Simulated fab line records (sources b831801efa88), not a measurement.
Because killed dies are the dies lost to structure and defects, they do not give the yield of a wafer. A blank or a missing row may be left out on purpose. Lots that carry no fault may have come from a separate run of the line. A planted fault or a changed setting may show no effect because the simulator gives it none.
fab line records	flow sky130
record: lots: 13	wafers: 37	last-day: 50
route steps=708 shown FIELD_ISO@16 DNWELL@42 PWDE@52 PAD_OPEN@708
lots untouched by any fault: they come from a run of this same line in which no faults occurred
start-h: hours from the record's first day to the start of the lot's first wafer shown	wait-h: hours elapsed since this lot's preceding step	" as in the row above	L1.1+2: one row covering several wafers at once	- no value present, or no start provided	* or withheld: withheld	< > ~ a bound
route shown NAME@n: names a module that has steps shown in the file, with the first one's number in the route	usual: mean/standard deviation of fault-free wafers	same: alike in all rows	chamber/n: place in a boat	sites: per-site readings	_std_site: standard deviation of those values	_edge_site: mean of outer sites minus mean of inner sites	radius-mm: for every site, how far away it sits from the centre of the wafer	mask NAME#n: copy n	behind: the tool/chamber that last shaped the wafer	hold: reason for holding the lot/hours on hold/outcome of the hold	device: which transistor (n, p or np) failed to switch	end of line: the tests these same wafers got at the end of their route	for a step that has no rows: nothing shown but its recipe	killed: count of dies lost to structure and defects at first sort (not the wafer's yield)	map: a wafer's dies, x killed, . not, _ none there
set.NAME: the setting the step ran with; set.NAME@STEP: the setting that earlier step ran with	model.NAME: the simulator's own value behind a step, which no gauge read
a sample of lots followed through the steps of the route, with each step as a table and each wafer as a row
services: from which hour (start-h, from the record's first day; less than 0 if before it) a tool's chamber was out of use, for how many hours, and why
== steps ==
step: SKY_FIELD_ISO_ETCH_15
recipe: chemistry: CHF3/O2	target-depth-nm: 180	stop-on: Si	source-w: 600	bias-w: 200	pressure-mtorr: 40	chf3-flow-sccm: 50	O2_flow_sccm: 5	time-s: 72
usual: chamber-pressure-mTorr: 40.00/0.036	chf3-flow-sccm: 49.99/0.13	drypump-motor-current-A: 5.6/0.37	oes-product-au: 0.952/0.0069	throttle-valve-pct: 8.848/0.0086
lot.wafer	tool	chamber	start-h	wait-h	chamber-pressure-mTorr	chf3-flow-sccm	drypump-motor-current-A	oes-product-au	rf-hours-counter-h	throttle-valve-pct
L859.2	rie-diel-02	2	28.91	0.0	39.97	49.84	5.2	0.958	71	8.844
L859.3	"	0	"	"	40.00	50.02	5.6	0.951	10	8.837
L859.6	"	2	"	"	40.04	49.99	5.2	0.954	-	8.855
L860.1	rie-diel-04	3	33.08	0.0	40.01	49.83	5.9	0.953	132	8.841
L860.5	"	3	"	"	39.98	49.99	5.9	0.955	-	8.833
L860.6	"	2	"	"	39.98	49.86	5.5	0.958	-	8.845
L861.3	rie-diel-03	2	39.79	0.0	39.97	49.98	5.0	0.964	4	8.859
L861.4	"	3	"	"	39.99	50.11	6.2	0.964	2	8.848
L861.5	"	0	"	"	40.00	50.02	5.6	0.959	-	8.853
L862.1	rie-diel-03	2	44.86	0.0	40.04	49.91	5.0	0.960	4	8.858
L862.3	"	1	"	"	40.03	50.01	5.9	0.966	157	8.842
L862.6	"	2	"	"	40.03	50.00	5.0	0.952	-	8.862
L863.1	rie-diel-04	1	50.91	0.0	40.00	49.87	5.6	0.958	5	8.847
L863.4	"	3	"	"	40.03	50.02	5.9	0.948	132	8.851
L863.6	"	3	"	"	40.05	50.07	5.9	0.948	-	8.833
L864.1	rie-diel-03	3	55.26	0.0	39.96	49.82	6.3	0.941	3	8.844
L864.2	"	1	"	"	39.98	50.21	5.9	0.938	157	8.849
L864.3	"	0	"	"	39.98	50.11	5.7	0.942	14	8.839
L865.1	rie-diel-03	2	62.86	0.0	40.04	50.11	5.0	0.955	4	8.832
L865.3	"	3	"	"	40.03	49.96	6.2	0.930	3	8.858
L865.6	"	0	"	"	40.00	50.20	5.6	0.948	-	8.852
L871.1	rie-diel-03	1	95.13	0.0	39.99	50.08	6.0	0.947	158	8.845
L871.2	"	2	"	"	39.97	49.99	5.0	0.945	5	8.843
L873.2	rie-diel-02	3	105.99	0.0	40.00	49.84	5.2	0.943	70	8.861
L873.3	"	0	"	"	40.03	49.91	5.6	0.949	11	8.848
L874.3	rie-diel-02	3	114.69	0.0	40.02	49.93	5.1	0.958	70	8.864
L874.5	"	3	"	"	40.00	49.78	5.1	0.955	-	8.853
L874.6	"	2	"	"	40.00	49.96	5.2	0.960	-	8.845
L876.1	rie-diel-03	2	119.23	0.0	39.99	49.91	5.0	0.962	6	8.854
L876.2	"	3	"	"	39.98	49.93	6.2	0.953	4	8.856
L876.4	"	1	"	"	39.94	50.06	5.9	0.956	-	8.845
L877.3	rie-diel-04	1	124.89	0.0	39.99	49.68	5.6	0.955	6	8.844
L877.4	"	2	"	"	40.05	49.91	5.6	0.957	135	8.845
L877.5	"	2	"	"	40.02	49.96	5.5	0.948	-	8.855
L880.2	rie-diel-03	2	138.68	0.0	40.05	49.63	5.0	0.949	6	8.830
L880.3	"	3	"	"	40.06	49.84	6.3	0.948	5	8.850
L880.6	"	3	"	"	40.04	49.96	6.3	0.947	-	8.852
step: SKY_FIELD_ISO_THK_MEAS_23
recipe: reads: SiO2_of_FIELD_ISO_OXIDATION_22
usual: FIELD_ISO_OXIDATION_01_THK: 10.01/0.18
lot.wafer	tool	chamber	start-h	wait-h	FIELD_ISO_OXIDATION_01_THK[nm]
L859.2	film-metro-03	-	32.43	0.0	10.16
L859.3	"	-	"	"	10.12
L859.6	"	-	"	"	10.05
L860.1	film-metro-04	-	35.29	0.0	9.87
L860.5	"	-	"	"	9.85
L860.6	"	-	"	"	9.86
L861.3	film-metro-04	-	42.84	0.0	10.14
L861.4	"	-	"	"	10.07
L861.5	"	-	"	"	10.03
L862.1	film-metro-03	-	48.26	0.0	10.13
L862.3	"	-	"	"	10.24
L862.6	"	-	"	"	10.29
L863.1	film-metro-01	-	52.80	0.0	10.08
L863.4	"	-	"	"	10.05
L863.6	"	-	"	"	10.00
L864.1	film-metro-03	-	57.42	0.0	9.75
L864.2	"	-	"	"	9.82
L864.3	"	-	"	"	9.85
L865.1	film-metro-04	-	65.81	0.0	10.17
L865.3	"	-	"	"	10.17
L865.6	"	-	"	"	10.13
L871.1	film-metro-04	-	97.98	0.0	9.97
L871.2	"	-	"	"	10.04
L873.2	film-metro-03	-	107.81	0.0	10.10
L873.3	"	-	"	"	10.11
L874.3	film-metro-04	-	117.78	0.0	9.88
L874.5	"	-	"	"	10.03
L874.6	"	-	"	"	10.04
L876.1	film-metro-01	-	120.94	0.0	9.80
L876.2	"	-	"	"	9.72
L876.4	"	-	"	"	9.66
L877.3	film-metro-04	-	127.84	0.0	10.03
L877.4	"	-	"	"	10.26
L877.5	"	-	"	"	9.88
L880.2	film-metro-03	-	142.05	0.0	9.91
L880.3	"	-	"	"	9.79
L880.6	"	-	"	"	9.96
step: SKY_DNWELL_IMPLANT_07
recipe: species: P	energy-kev: withheld	dose-cm2: withheld	tilt-deg: withheld
same: implant-ion-amu: *
lot.wafer	tool	chamber	start-h	wait-h
L859.2+3+6	implanter-02	0	51.12	-
L860.1+5+6	implanter-04	0	56.91	-
L861.3+4+5	implanter-04	0	64.37	-
L862.1+3+6	implanter-04	0	68.75	-
L863.1+4+6	implanter-03	0	73.74	-
L864.1+2+3	implanter-02	0	78.31	-
L865.1+3+6	implanter-02	0	91.97	-
L871.1+2	implanter-03	0	121.46	-
L873.2+3	implanter-03	0	131.97	-
L874.3+5+6	implanter-03	0	141.04	-
L876.1+2+4	implanter-04	0	145.32	-
L877.3+4+5	implanter-02	0	154.56	-
L880.2+3+6	implanter-04	0	167.93	-
step: SKY_DNWELL_TW_MEAS_09
usual: DNWELL_TW: 1119/11
lot.wafer	tool	chamber	start-h	wait-h	DNWELL_TW
L859.2	film-metro-04	-	51.36	0.1	1133
L859.3	"	-	"	"	1127
L859.6	"	-	"	"	1132
L860.1	film-metro-03	-	57.16	0.1	1129
L860.5	"	-	"	"	1131
L860.6	"	-	"	"	1130
L861.3	film-metro-02	-	64.59	0.1	1097
L861.4	"	-	"	"	1102
L861.5	"	-	"	"	1100
L862.1	film-metro-03	-	68.99	0.1	1119
L862.3	"	-	"	"	1113
L862.6	"	-	"	"	1117
L863.1	film-metro-03	-	73.99	0.1	1114
L863.4	"	-	"	"	1126
L863.6	"	-	"	"	1123
L864.1	film-metro-02	-	78.56	0.1	1102
L864.2	"	-	"	"	1106
L864.3	"	-	"	"	1108
L865.1	film-metro-02	-	92.37	0.1	1104
L865.3	"	-	"	"	1101
L865.6	"	-	"	"	1104
L871.1	film-metro-03	-	121.71	0.1	1118
L871.2	"	-	"	"	1178
L873.2	film-metro-02	-	132.20	0.1	1175
L873.3	"	-	"	"	1178
L874.3	film-metro-03	-	141.26	0.1	1179
L874.5	"	-	"	"	1120
L874.6	"	-	"	"	1117
L876.1	film-metro-02	-	145.57	0.1	1106
L876.2	"	-	"	"	1105
L876.4	"	-	"	"	1109
L877.3	film-metro-02	-	154.78	0.1	1105
L877.4	"	-	"	"	1109
L877.5	"	-	"	"	1111
L880.2	film-metro-04	-	168.17	0.1	1120
L880.3	"	-	"	"	1120
L880.6	"	-	"	"	1125
step: SKY_PWDE_OVL_MEAS_07
usual: PWDE_OVL: -0.1/1.2
lot.wafer	tool	chamber	start-h	wait-h	PWDE_OVL[nm]
L859.2	overlay-02	-	66.95	-	-0.5
L859.3	"	-	"	"	0.3
L859.6	"	-	"	"	0.3
L860.1	overlay-01	-	73.08	-	0.7
L860.5	"	-	"	"	-0.9
L860.6	"	-	"	"	0.1
L861.3	overlay-02	-	80.61	-	-0.5
L861.4	"	-	"	"	0.1
L861.5	"	-	"	"	0.1
L862.1	overlay-02	-	85.26	-	0.1
L862.3	"	-	"	"	-0.7
L862.6	"	-	"	"	0.2
L863.1	overlay-01	-	89.24	-	-0.8
L863.4	"	-	"	"	0.9
L863.6	"	-	"	"	0.4
L864.1	overlay-01	-	93.88	-	-0.2
L864.2	"	-	"	"	-1.7
L864.3	"	-	"	"	0.7
L865.1	overlay-01	-	109.25	-	0.8
L865.3	"	-	"	"	2.3
L865.6	"	-	"	"	0.6
L871.1	overlay-02	-	140.51	-	0.0
L871.2	"	-	"	"	1.1
L873.2	overlay-02	-	151.44	-	0.6
L873.3	"	-	"	"	-0.2
L874.3	overlay-02	-	161.19	-	0.8
L874.5	"	-	"	"	0.7
L874.6	"	-	"	"	0.8
L876.1	overlay-02	-	165.28	-	-0.9
L876.2	"	-	"	"	0.3
L876.4	"	-	"	"	1.7
L877.3	overlay-01	-	174.94	-	-2.0
L877.4	"	-	"	"	-2.6
L877.5	"	-	"	"	-0.9
L880.2	overlay-02	-	188.56	-	0.6
L880.3	"	-	"	"	0.2
L880.6	"	-	"	"	-0.7
step: SKY_PAD_OPEN_PROBE_99
usual: killed_at_M0_to_M3: 44/7.7	killed_at_M4_up: 3.0/1.9	killed-at-contacts: 25/5.6	killed-at-front-end: 15/4.6	killed-at-other: 0.3/0.47	killed-dies: 86/9.9	killed-open: 47/7.4	killed-short: 39/5.9
same: gross-dies: 492	killed-at-back-side: 0
lot.wafer	tool	chamber	start-h	wait-h	killed_at_M0_to_M3	killed_at_M4_up	killed-at-contacts	killed-at-front-end	killed-at-other	killed-dies	killed-open	killed-short
L873.2	prober-02	-	1165.69	0.1	37	4	28	17	0	86	54	32
L876.1	prober-01	-	1176.69	0.1	48	3	29	12	0	92	52	40
L876.2	prober-01	-	1176.74	0.1	47	0	29	12	0	88	48	40
L876.4	prober-01	-	1176.84	0.2	41	3	29	10	0	83	52	31
killed by level:class
L873.2 CONTACT:geometric-particle:open=12 VIA1:geometric-particle:open=9 VIA2:geometric-particle:open=8 LI_CONTACT:geometric-particle:open=7 VIA3:geometric-particle:open=6 METAL2:geometric-particle:short=5 FIELD_ISO:geometric-particle:short=4 POLY_GATE:geometric-particle:open=4
L876.1 VIA2:geometric-particle:open=11 VIA1:geometric-particle:open=11 LI_CONTACT:geometric-particle:open=8 CONTACT:geometric-particle:short=8 VIA1:geometric-particle:short=7 CONTACT:geometric-particle:open=6 VIA3:geometric-particle:open=5 POLY_GATE:geometric-particle:short=4
L876.2 CONTACT:geometric-particle:open=11 VIA1:geometric-particle:open=9 VIA2:geometric-particle:open=7 LI_CONTACT:geometric-particle:open=6 CONTACT:geometric-particle:short=6 VIA1:geometric-particle:short=6 VIA3:geometric-particle:open=5 FIELD_ISO:geometric-particle:open=4
L876.4 CONTACT:geometric-particle:open=10 LI_CONTACT:geometric-particle:open=9 VIA3:geometric-particle:open=9 VIA1:geometric-particle:open=6 CONTACT:geometric-particle:short=5 VIA2:geometric-particle:open=5 VIA1:geometric-particle:short=4 METAL1:geometric-particle:short=4
== services ==
tool	chamber	start-h	hours	kind
rie-diel-03	2	4.97	4.3	repair
rie-diel-03	1	14.57	2.5	repair
implanter-04	-	31.16	5.7	pm
rie-diel-04	2	37.71	7.1	repair
implanter-04	-	41.53	4.5	repair
rie-diel-04	1	41.88	1.2	repair
implanter-04	-	47.21	6.8	pm
rie-diel-02	2	48.47	3.7	repair
implanter-03	-	65.29	4.8	pm
rie-diel-04	0	73.95	13.6	repair
implanter-03	-	85.56	5.9	repair
rie-diel-03	0	89.07	87.4	repair
rie-diel-04	0	100.75	-	clean
rie-diel-04	0	100.75	21.1	scheduled-down
rie-diel-04	0	100.75	21.1	vent-cycle
implanter-03	-	103.75	2.3	repair
rie-diel-03	1	108.99	6.6	repair
rie-diel-04	1	109.54	7.2	repair
rie-diel-04	-	149.22	0.2	repair
implanter-04	-	156.60	2.2	repair
implanter-03	-	167.61	2.5	repair
== key ==
first-sign: step: SKY_DNWELL_TW_MEAS_09	reading: DNWELL_TW	direction: up	sigmas: 5.5	usual: 1119	struck: 1177
effect none on later readings
met-at SKY_DNWELL_IMPLANT_07
struck-lots L871,L873,L874
struck-wafers L871.2,L873.2,L873.3,L874.3
tester-left-out L871,L873,L874
not-acting-at SKY_FIELD_ISO_ETCH_15,SKY_FIELD_ISO_THK_MEAS_23,SKY_PWDE_OVL_MEAS_07
onset-between 73.74 121.46
fault: kind: process-parameter-drift	tool: implanter-03	chamber: -	onset-h: 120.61	steps: SKY_DNWELL_IMPLANT_07	channel: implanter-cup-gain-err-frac	offset: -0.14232	shape: step	end-h: 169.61	scope: struck-wafers-only
tester-left-out: of these lots the tester's yield and bins aren't shown, on N5 and GAA mostly nor the transistor test; their killed dies are dies lost to structure and defects alone, not to doping, threshold or leakage, so they don't give the yield
